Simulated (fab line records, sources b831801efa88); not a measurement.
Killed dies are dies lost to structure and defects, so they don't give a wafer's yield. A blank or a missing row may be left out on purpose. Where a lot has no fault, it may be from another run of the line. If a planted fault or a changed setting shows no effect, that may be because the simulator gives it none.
fab line records    flow sky130
[record] lots = 12  wafers = 36  lastDay = 50
route steps=708 shown FIELD_ISO@18 SONOS_ONO@183 POLY_GATE@230 LDD_P@266 PAD_OPEN@708
lots untouched by any fault: they come from a run of this same line in which no faults occurred
startH: hours from the record's opening day to when the first of the lot's shown wafers began    waitH: hours from the lot's prior step to this one    " repeats the value in the row above    L1.1+2: several wafers, shown together as one row    - either no value or no given start    * or withheld: withheld    < > ~ a bound
route shown NAME@n: names a module that has steps shown in the file, with the first one's number in the route    usual: mean/standard deviation of fault-free wafers    same: alike in all rows    chamber/n: place in a boat    sites: per-site readings    _std_site: the standard deviation of these    _edge_site: the outer-site mean with the inner-site mean subtracted    radiusMm: for every site, how far away it sits from the centre of the wafer    mask NAME#n: copy n    behind: tool/chamber where the wafer was last shaped    hold: the reason the lot was held/the length of the hold in hours/how it ended    device: names the non-switching transistor (n, p or np)    end of line: the route-end tests of the same wafers    step lacking rows: just its recipe    killed: dies that structure and defects cost at the first sort, which is not the same as the wafer's yield    map: dies across one wafer; x = killed, . = not, _ = none there
set.NAME: setting as actually run; set.NAME@STEP: the setting as run at that earlier step    model.NAME: the simulator's own value behind a step, which no gauge read
route steps across a sampled set of lots; one table per step, one row per wafer
services: from which hour (startH, from the record's first day; less than 0 if before it) a tool's chamber was out of use, for how many hours, and why
[[steps]]
[step SKY_FIELD_ISO_ETCH_17]
[recipe] targetDepthA = 3420  maskMaterial = Si3N4  chemistry = HBr/Cl2/O2  target = Si  taperDeg = 5  icpW = 600  biasW = 150  pressureMtorr = 15  HBr_flow_sccm = 150  Cl2_flow_sccm = 40  O2_flow_sccm = 6  timeS = 97.7
[usual] O2_flow_sccm = 6.003/0.02  drypumpMotorCurrentA = 5.6/0.53  oesProductAu = 1.005/0.0092  throttleValvePct = 25.652/0.012
lot.wafer  tool      chamber  startH  waitH  O2_flow_sccm  drypumpMotorCurrentA  oesProductAu  rfHoursCounterH  throttleValvePct
L931.1     rieSi-02  3        29.18   0.1    6.009         6.3                   1.030         148              25.642
L931.4     "         1        "       "      5.992         5.2                   0.999         60               25.660
L931.5     "         0        "       "      6.000         6.0                   1.013         -                25.658
L933.2     rieSi-01  0        39.30   0.1    5.970         5.3                   1.005         96               25.661
L933.4     "         1        "       "      6.015         5.3                   1.003         117              25.677
L933.6     "         0        "       "      5.955         5.3                   1.013         -                25.633
L934.2     rieSi-02  1        44.23   0.1    5.993         5.2                   1.000         60               25.654
L934.3     "         0        "       "      5.997         6.0                   1.006         1                25.626
L934.4     "         2        "       "      5.986         4.9                   1.005         82               25.654
L935.1     rieSi-01  0        49.16   0.1    6.011         5.3                   1.004         96               25.667
L935.2     "         1        "       "      6.016         5.3                   0.980         117              25.672
L935.6     "         3        "       "      5.980         6.2                   0.997         -                25.665
L937.1     rieSi-02  1        63.11   0.1    6.014         5.2                   1.007         60               25.655
L937.3     "         2        "       "      5.976         4.9                   1.001         82               25.648
L937.4     "         3        "       "      6.013         6.3                   0.778         149              25.811
L938.2     rieSi-02  3        66.23   0.1    5.979         6.3                   0.776         149              25.809
L938.3     "         2        "       "      6.027         4.9                   1.006         82               25.657
L938.6     "         2        "       "      5.997         4.9                   1.009         -                25.652
L940.1     rieSi-02  1        76.93   0.1    5.988         5.2                   1.002         60               25.658
L940.3     "         0        "       "      6.008         6.0                   1.004         2                25.647
L940.6     "         3        "       "      6.041         6.3                   0.770         -                25.816
L947.1     rieSi-01  1        111.68  0.1    5.976         5.3                   1.008         118              25.657
L947.2     "         3        "       "      6.028         6.2                   1.009         99               25.657
L947.5     "         2        "       "      6.019         6.0                   1.008         -                25.658
L950.2     rieSi-02  3        156.31  0.1    6.006         6.3                   1.022         0                25.638
L950.4     "         1        "       "      6.028         5.2                   1.000         61               25.649
L950.6     "         0        "       "      5.991         6.0                   1.016         -                25.637
L953.1     rieSi-01  3        157.46  0.1    5.985         6.2                   1.012         99               25.646
L953.2     "         0        "       "      6.006         5.3                   1.019         97               25.669
L953.5     "         3        "       "      5.993         6.3                   1.008         -                25.652
L954.1     rieSi-02  0        157.46  0.1    5.973         6.1                   0.994         2                25.644
L954.5     "         3        "       "      6.007         6.3                   1.011         -                25.658
L954.6     "         0        "       "      6.001         6.1                   1.001         -                25.640
L952.1     rieSi-02  1        157.63  0.1    5.988         5.2                   0.981         61               25.656
L952.3     "         3        "       "      6.010         6.3                   1.008         1                25.647
L952.5     "         1        "       "      5.986         5.2                   0.990         -                25.671
[step SKY_SONOS_ONO_ETCH_15]
[recipe] targetDepthNm = 19.52  chemistry = CHF3/O2  sourceW = 600  biasW = 200  pressureMtorr = 40  chf3FlowSccm = 50  O2_flow_sccm = 5  timeS = 7.8
[usual] O2_flow_sccm = 4.999/0.015  drypumpMotorCurrentA = 5.5/0.37  oesProductAu = 1.004/0.0078  throttleValvePct = 8.826/0.0096
lot.wafer  tool        chamber  startH  waitH  O2_flow_sccm  drypumpMotorCurrentA  oesProductAu  rfHoursCounterH  throttleValvePct
L931.1     rieDiel-02  1        270.96  0.0    5.013         5.5                   0.986         48               8.814
L931.4     "           3        "       "      5.005         5.9                   0.995         31               8.821
L931.5     "           3        "       "      5.004         5.9                   1.000         -                8.822
L933.2     rieDiel-03  1        287.58  0.0    4.986         5.8                   1.017         6                8.820
L933.4     "           2        "       "      5.004         5.4                   1.021         4                8.825
L933.6     "           1        "       "      5.004         5.8                   1.007         -                8.824
L934.2     rieDiel-03  3        291.94  0.0    4.986         4.9                   0.998         4                8.816
L934.3     "           2        "       "      5.004         5.4                   1.007         4                8.819
L934.4     "           0        "       "      5.011         6.0                   0.998         92               8.810
L935.1     rieDiel-04  2        299.98  0.0    5.009         5.7                   0.998         67               8.822
L935.2     "           1        "       "      4.990         4.9                   0.989         1                8.829
L935.6     "           1        "       "      5.008         4.9                   0.992         -                8.831
L937.1     rieDiel-04  1        328.67  0.0    4.978         4.8                   1.002         1                8.819
L937.3     "           0        "       "      4.991         5.6                   1.001         50               8.820
L937.4     "           0        "       "      5.016         5.6                   1.001         -                8.818
L938.2     rieDiel-02  2        329.44  0.0    5.016         5.3                   1.007         4                8.828
L938.3     "           0        "       "      5.000         5.4                   0.997         10               8.821
L938.6     "           2        "       "      5.018         5.3                   1.002         -                8.824
L940.1     rieDiel-04  3        343.94  0.0    4.991         5.2                   0.996         0                8.818
L940.3     "           1        "       "      4.986         4.9                   0.993         2                8.818
L940.6     "           1        "       "      5.011         4.9                   0.996         -                8.822
L947.1     rieDiel-02  0        401.92  0.0    5.006         5.4                   1.014         12               8.815
L947.2     "           3        "       "      5.025         5.9                   0.996         34               8.825
L947.5     "           0        "       "      5.008         5.4                   1.012         -                8.830
L950.2     rieDiel-02  2        477.53  0.0    4.970         5.3                   1.010         6                8.819
L950.4     "           1        "       "      4.998         5.5                   0.997         52               8.825
L950.6     "           1        "       "      4.999         5.5                   1.004         -                8.811
L954.1     rieDiel-03  3        481.43  0.0    4.988         4.9                   0.996         8                8.823
L954.5     "           3        "       "      5.000         4.9                   1.012         -                8.820
L954.6     "           0        "       "      4.995         6.0                   1.004         -                8.845
L952.1     rieDiel-03  3        484.23  0.0    5.002         4.9                   1.010         8                8.836
L952.3     "           0        "       "      5.025         6.0                   1.006         95               8.829
L952.5     "           3        "       "      4.999         4.9                   1.016         -                8.831
L953.1     rieDiel-04  1        484.35  0.0    5.007         4.8                   1.005         4                8.808
L953.2     "           2        "       "      5.006         5.8                   0.997         70               8.829
L953.5     "           0        "       "      5.009         5.6                   0.996         -                8.824
[step SKY_POLY_GATE_ETCH_16]
[recipe] stopOn = poly-Si  chemistry = CH3F/O2  target = Si3N4  sourceW = 400  biasW = 80  pressureMtorr = 25  ch3fFlowSccm = 40  O2_flow_sccm = 30  timeS = 147.5  targetDepthA = 750
[usual] O2_flow_sccm = 30.01/0.093  drypumpMotorCurrentA = 5.6/0.4  oesProductAu = 0.639/0.0053  throttleValvePct = 10.535/0.009
lot.wafer  tool        chamber  startH  waitH  O2_flow_sccm  drypumpMotorCurrentA  oesProductAu  rfHoursCounterH  throttleValvePct
L931.1     rieDiel-02  0        355.75  0.0    30.07         5.4                   0.630         11               10.524
L931.4     "           1        "       "      29.94         5.5                   0.641         50               10.520
L931.5     "           3        "       "      29.97         5.9                   0.648         -                10.546
L933.2     rieDiel-02  3        374.97  0.0    30.11         5.9                   0.643         33               10.534
L933.4     "           2        "       "      30.16         5.3                   0.642         5                10.540
L933.6     "           0        "       "      29.97         5.4                   0.645         -                10.523
L934.2     rieDiel-01  0        382.40  0.0    30.11         4.9                   0.636         40               10.522
L934.3     "           3        "       "      29.95         5.6                   0.643         74               10.533
L934.4     "           1        "       "      29.97         6.0                   0.645         39               10.555
L935.1     rieDiel-01  2        391.20  0.0    30.07         6.3                   0.642         32               10.543
L935.2     "           3        "       "      30.01         5.7                   0.638         75               10.535
L935.6     "           0        "       "      29.91         4.9                   0.640         -                10.530
L937.1     rieDiel-01  3        421.42  0.0    29.96         5.7                   0.640         75               10.516
L937.3     "           2        "       "      30.03         6.3                   0.631         33               10.531
L937.4     "           0        "       "      30.11         4.9                   0.644         40               10.541
L938.2     rieDiel-02  3        422.07  0.0    30.02         5.9                   0.639         34               10.538
L938.3     "           0        "       "      30.13         5.4                   0.637         12               10.536
L938.6     "           0        "       "      30.00         5.4                   0.642         -                10.537
L940.1     rieDiel-02  2        438.80  0.0    29.81         5.3                   0.643         6                10.528
L940.3     "           1        "       "      29.85         5.5                   0.629         52               10.546
L940.6     "           1        "       "      29.90         5.5                   0.646         -                10.528
L947.1     rieDiel-01  1        503.71  0.0    30.06         6.0                   0.632         41               10.522
L947.2     "           3        "       "      29.94         5.7                   0.634         77               10.547
L947.5     "           2        "       "      29.96         6.2                   0.636         -                10.526
L950.2     rieDiel-03  0        575.41  0.0    30.03         6.0                   0.649         1                10.546
L950.4     "           3        "       "      29.94         4.9                   0.636         9                10.543
L950.6     "           1        "       "      29.99         5.8                   0.644         -                10.532
L954.1     rieDiel-01  0        578.61  0.0    30.01         4.9                   0.630         44               10.538
L954.5     "           2        "       "      30.08         6.3                   0.641         -                10.537
L954.6     "           1        "       "      30.00         6.0                   0.634         -                10.504
L953.1     rieDiel-03  3        583.86  0.0    30.03         4.9                   0.643         10               10.529
L953.2     "           2        "       "      30.01         5.4                   0.648         10               10.552
L953.5     "           2        "       "      29.98         5.5                   0.635         -                10.528
L952.1     rieDiel-02  3        585.55  0.0    30.14         5.9                   0.627         37               10.530
L952.3     "           0        "       "      30.04         5.4                   0.639         15               10.524
L952.5     "           3        "       "      30.04         5.9                   0.637         -                10.534
[step SKY_LDD_P_TW_MEAS_11]
[usual] LDD_P_TW = 629/9.6
lot.wafer  tool          chamber  startH  waitH  LDD_P_TW
L931.1     filmMetro-04  -        417.98  0.1    639
L931.4     "             -        "       "      636
L931.5     "             -        "       "      640
L933.2     filmMetro-03  -        440.28  0.1    630
L933.4     "             -        "       "      631
L933.6     "             -        "       "      627
L934.2     filmMetro-01  -        445.69  0.1    622
L934.3     "             -        "       "      622
L934.4     "             -        "       "      623
L935.1     filmMetro-03  -        454.22  0.1    629
L935.2     "             -        "       "      628
L935.6     "             -        "       "      628
L937.1     filmMetro-04  -        484.82  0.1    642
L937.3     "             -        "       "      640
L937.4     "             -        "       "      639
L938.2     filmMetro-03  -        486.69  0.1    634
L938.3     "             -        "       "      635
L938.6     "             -        "       "      632
L940.1     filmMetro-03  -        503.49  0.1    629
L940.3     "             -        "       "      632
L940.6     "             -        "       "      631
L947.1     filmMetro-04  -        565.54  0.1    643
L947.2     "             -        "       "      641
L947.5     "             -        "       "      644
L950.2     filmMetro-01  -        636.94  0.1    615
L950.4     "             -        "       "      617
L950.6     "             -        "       "      617
L954.1     filmMetro-03  -        639.55  0.1    625
L954.5     "             -        "       "      627
L954.6     "             -        "       "      625
L953.1     filmMetro-01  -        643.98  0.1    616
L953.2     "             -        "       "      615
L953.5     "             -        "       "      618
L952.1     filmMetro-03  -        645.89  0.1    621
L952.3     "             -        "       "      624
L952.5     "             -        "       "      626
[step SKY_PAD_OPEN_PROBE_99]
[usual] killed_at_M0_to_M3 = 43/7.3  killed_at_M4_up = 3.0/2  killedAtContacts = 24/5.2  killedAtFrontEnd = 15/4.4  killedAtOther = 0.2/0.48  killedDies = 86/9.1  killedOpen = 47/7.3  killedShort = 38/6.4
[same] grossDies = 492  killedAtBackSide = 0
lot.wafer  tool       chamber  startH   waitH  killed_at_M0_to_M3  killed_at_M4_up  killedAtContacts  killedAtFrontEnd  killedAtOther  killedDies  killedOpen  killedShort
L938.2     prober-01  -        1110.82  0.1    64                  3                30                8                 0              105         61          44
L938.3     prober-01  -        1110.87  0.2    46                  3                25                14                1              89          45          44
L938.6     prober-01  -        1111.02  0.2    45                  3                18                12                0              78          50          28
// killed by level:class
L938.2 VIA1:geometricParticle:open=18 LI_CONTACT:geometricParticle:open=13 VIA1:geometricParticle:short=11 VIA2:geometricParticle:open=10 METAL1:geometricParticle:short=6 VIA2:geometricParticle:short=6 LOCAL_INTERCONNECT:geometricParticle:short=5 CONTACT:geometricParticle:open=5
L938.3 LOCAL_INTERCONNECT:geometricParticle:short=7 CONTACT:geometricParticle:open=7 METAL1:geometricParticle:short=7 VIA1:geometricParticle:open=7 FIELD_ISO:geometricParticle:open=6 VIA2:geometricParticle:open=6 VIA1:geometricParticle:short=5 VIA3:geometricParticle:open=5
L938.6 VIA1:geometricParticle:open=13 VIA3:geometricParticle:open=10 CONTACT:geometricParticle:open=8 VIA2:geometricParticle:open=6 POLY_GATE:geometricParticle:short=5 FIELD_ISO:geometricParticle:open=4 LI_CONTACT:geometricParticle:open=4 METAL1:geometricParticle:short=4
[[services]]
tool        chamber  startH  hours  kind
rieDiel-02  0        25.78   6.8    repair
rieDiel-02  2        46.04   1.4    repair
rieDiel-02  3        62.58   3.7    repair
rieDiel-03  0        83.31   7.1    repair
rieSi-02    -        99.80   2.8    pm
rieDiel-02  3        111.97  15.5   repair
rieDiel-02  0        112.95  4.8    repair
rieSi-02    1        133.76  3.0    repair
rieDiel-02  0        149.90  63.2   repair
rieDiel-02  1        160.56  36.9   repair
rieSi-02    1        207.47  10.8   repair
rieDiel-03  1        237.72  10.1   repair
rieDiel-02  2        240.06  15.4   repair
rieDiel-03  3        252.25  5.5    repair
rieDiel-03  1        338.28  1.8    repair
rieDiel-02  -        396.62  0.3    repair
rieSi-02    -        472.48  14.6   pm
rieDiel-02  2        474.31  1.6    repair
rieDiel-02  1        497.70  30.6   repair
rieSi-02    3        546.46  5.6    repair
rieSi-02    1        563.25  6.6    repair
rieSi-02    -        572.60  0.3    repair
rieDiel-02  3        574.51  5.1    repair
rieDiel-02  -        580.90  0.7    repair
[[key]]
[firstSign] step = SKY_FIELD_ISO_ETCH_17  reading = oesProductAu  direction = down  sigmas = 25  usual = 1.005  struck = 0.775
[effect] step = SKY_FIELD_ISO_ETCH_17  reading = throttleValvePct  direction = up  sigmas = 13  usual = 25.652  struck = 25.812
metAt SKY_FIELD_ISO_ETCH_17
struckLots L937,L938,L940
struckWafers L937.4,L938.2,L940.6
testerLeftOut L937,L938,L940
notActingAt SKY_SONOS_ONO_ETCH_15,SKY_POLY_GATE_ETCH_16,SKY_LDD_P_TW_MEAS_11
onsetBetween 29.18 63.11
[fault] kind = processParameterDrift  tool = rieSi-02  chamber = 3  onsetH = 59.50  steps = SKY_FIELD_ISO_ETCH_17  channel = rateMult  offset = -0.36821  shape = step  endH = 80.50
// testerLeftOut: of these lots the tester's yield and bins aren't shown, on N5 and GAA mostly nor the transistor test; their killed dies are dies lost to structure and defects alone, not to doping, threshold or leakage, so they don't give the yield
